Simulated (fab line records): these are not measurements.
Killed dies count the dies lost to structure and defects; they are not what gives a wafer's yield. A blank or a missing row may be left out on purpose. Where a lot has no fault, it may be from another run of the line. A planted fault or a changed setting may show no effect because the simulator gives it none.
Comparing a struck lot with a sound one -- flow gf180mcu -- 29 steps out of a route of 602
Sound: these wafers, L588.1, L588.4, L588.6. Struck: wafers L595.2, L595.3 (left out: L595.5, a lot-mate that was not struck); the cause follows at the end.
Each step with rows lists, per side, the tool, then ch with its chambers, then its first start. Under that, the readings that differ: sound wafers -- struck wafers -- difference of the means -- sigmas: that difference in standard deviations of wafers without a fault.
alike: same words and numbers on both sides, and readings whose means sit less than 2 such deviations apart. not compared: any withheld reading, any reading some wafer has no value for, any bound like >300 that may hide the same value, and any number with overlapping values for which the record gives no deviation.
Wherever a step has rows on one side only, a row that says differs or no value, or a row with sigmas, the two part there. Numbers that don't overlap but have no deviation are shown without sigmas and don't part them. A reading that every wafer of one side lacks parts them only if that side has two wafers or more.

first, 4 steps without rows for these wafers: GF_V5_STRIP_19 (strips in post etch residue remover, time 1200 s); GF_V5_CLEAN_20 (cleans in DIW); GF_V5_SPUTTER_21 (material Ti, target thk 15 nm, time 80.02 s); GF_V5_SPUTTER_22 (material TiN, target thk 10 nm, time 40 s).
GF_V5_CVD_23: deposits W, target thk 350 nm, time 104.9 s.
  sound on cvd w-01 ch 0,1, day 28 23:14; struck on cvd w-01 ch 0,1, day 31 01:21
  alike: heater power outer w, heater power w
GF_V5_RS_MEAS_24: measurement is done with a four-point probe.
  sound on film metro-02, day 28 23:25; struck on film metro-01, day 31 01:29
  alike: V5_W_RS
GF_V5_THK_MEAS_25: measures by xrf.
  sound on film metro-02, day 28 23:32; struck on film metro-01, day 31 01:36
  alike: V5_W_THK
GF_V5_CMP_26: polishes, stops on SiO2, t overpolish 15 s, target thk 0 nm.
  sound on cmp-01 ch 1,2, day 28 23:35; struck on cmp-02 ch 1,3, day 31 01:39
reading,sound,struck,difference,sigmas
motor current A (A),9.6 9.9 9.9,11.8 11.7,+1.9,+3
overpolish run s (s),14.991 14.995 15.017,14.968 14.993,-0.021,-2
  alike: platen rpm, time to endpoint s
then, 3 steps without rows for these wafers: GF_TOP_METAL_SPUTTER_00 (material Ti, target thk 37.5 nm, time 150 s); GF_TOP_METAL_SPUTTER_01 (material TiN, target thk 30 nm, time 25 s); GF_TOP_METAL_SPUTTER_02 (material AlCu, target thk 900 nm, time 47.82 s).
GF_TOP_METAL_SPUTTER_03: material Ti, target thk 5 nm, time 3.3 s.
  sound on pvd sputter-04, day 29 00:04; struck on pvd sputter-04, day 31 02:07
  alike: throttle valve pct
GF_TOP_METAL_SPUTTER_04: material TiN, target thk 25 nm, time 20.8 s.
  sound on pvd sputter-04, day 29 00:05; struck on pvd sputter-04, day 31 02:08
reading,sound,struck,difference,sigmas
model.TiN_of_TOP_METAL_SPUTTER_04.thk nm (nm),24.83 25.47 25.51,23.44 23.9,-1.60,
  alike: throttle valve pct
GF_TOP_METAL_RS_MEAS_05: measurement is done with a four-point probe.
  sound on film metro-03, day 29 00:07; struck on film metro-04, day 31 02:11
  alike: TOP_METAL_ALCU_RS
GF_TOP_METAL_THK_MEAS_06: measures by xrf.
  sound on film metro-03, day 29 00:14; struck on film metro-04, day 31 02:18
  alike: TOP_METAL_ALCU_THK
then, 7 steps without rows for these wafers: GF_TOP_METAL_DEHYDRATE_07 (time 60 s); GF_TOP_METAL_HMDS_08 (prime time 60 s); GF_TOP_METAL_COAT_09 (resist thk 1500 nm); GF_TOP_METAL_SOFTBAKE_10 (time 60 s); GF_TOP_METAL_EXPOSE_11 (exposes mask MetalTop, target cd 440 nm); GF_TOP_METAL_PEB_12; GF_TOP_METAL_DEVELOP_13 (develop time 60 s).
GF_TOP_METAL_CD_MEAS_14: the cd target is 440 nm.
  sound on cd sem-01, day 29 19:24; struck on cd sem-01, day 31 19:15
  alike: cd nm
GF_TOP_METAL_OVL_MEAS_15:
  sound on overlay-01, day 29 19:31; struck on overlay-02, day 31 19:22
  alike: TOP_METAL_OVL
GF_TOP_METAL_METAL_ETCH_16: etches the open film in Cl2/BCl3, stops on SiO2, target depth 1197 nm, time 199.5 s.
  sound on rie metal-01 ch 1, day 29 19:34; struck on rie metal-04 ch 0,1, day 31 19:23
  alike: drypump motor current A, oes product au, throttle valve pct
  not compared: rf hours counter h
GF_TOP_METAL_STRIP_17: strips in O2/N2.
  sound on plasma asher-04 ch 0, day 29 19:56; struck on plasma asher-02 ch 1, day 31 19:35
reading,sound,struck,difference,sigmas
strip time to endpoint s (s),12.88 12.87 12.82,13.16 12.92,+0.18,+2
  alike: drypump motor current A, heater power w, oes product au, platen temp c
  not compared: rf hours counter h
GF_TOP_METAL_STRIP_18: strips in post etch residue remover, time 1200 s.
  sound on wet bench-01 ch 3, day 29 20:02; struck on wet bench-01 ch 0, day 31 19:41
reading,sound,struck,difference,sigmas
model.TiN_of_TOP_METAL_SPUTTER_04.thk nm (nm),24.41 25.05 25.08,23.03 23.49,-1.59,
then, 1 step without rows for these wafers: GF_TOP_METAL_CLEAN_19 (cleans in DIW).
GF_PASSIVATION_PROBE_99:
  the record holds rows for the sound wafers here (prober-01, day 30 16:54) but none for the struck ones

WHERE THEY PART
At GF_V5_CMP_26 first; at GF_PASSIVATION_PROBE_99 last (within this record only).

WHY: what the simulator had put in
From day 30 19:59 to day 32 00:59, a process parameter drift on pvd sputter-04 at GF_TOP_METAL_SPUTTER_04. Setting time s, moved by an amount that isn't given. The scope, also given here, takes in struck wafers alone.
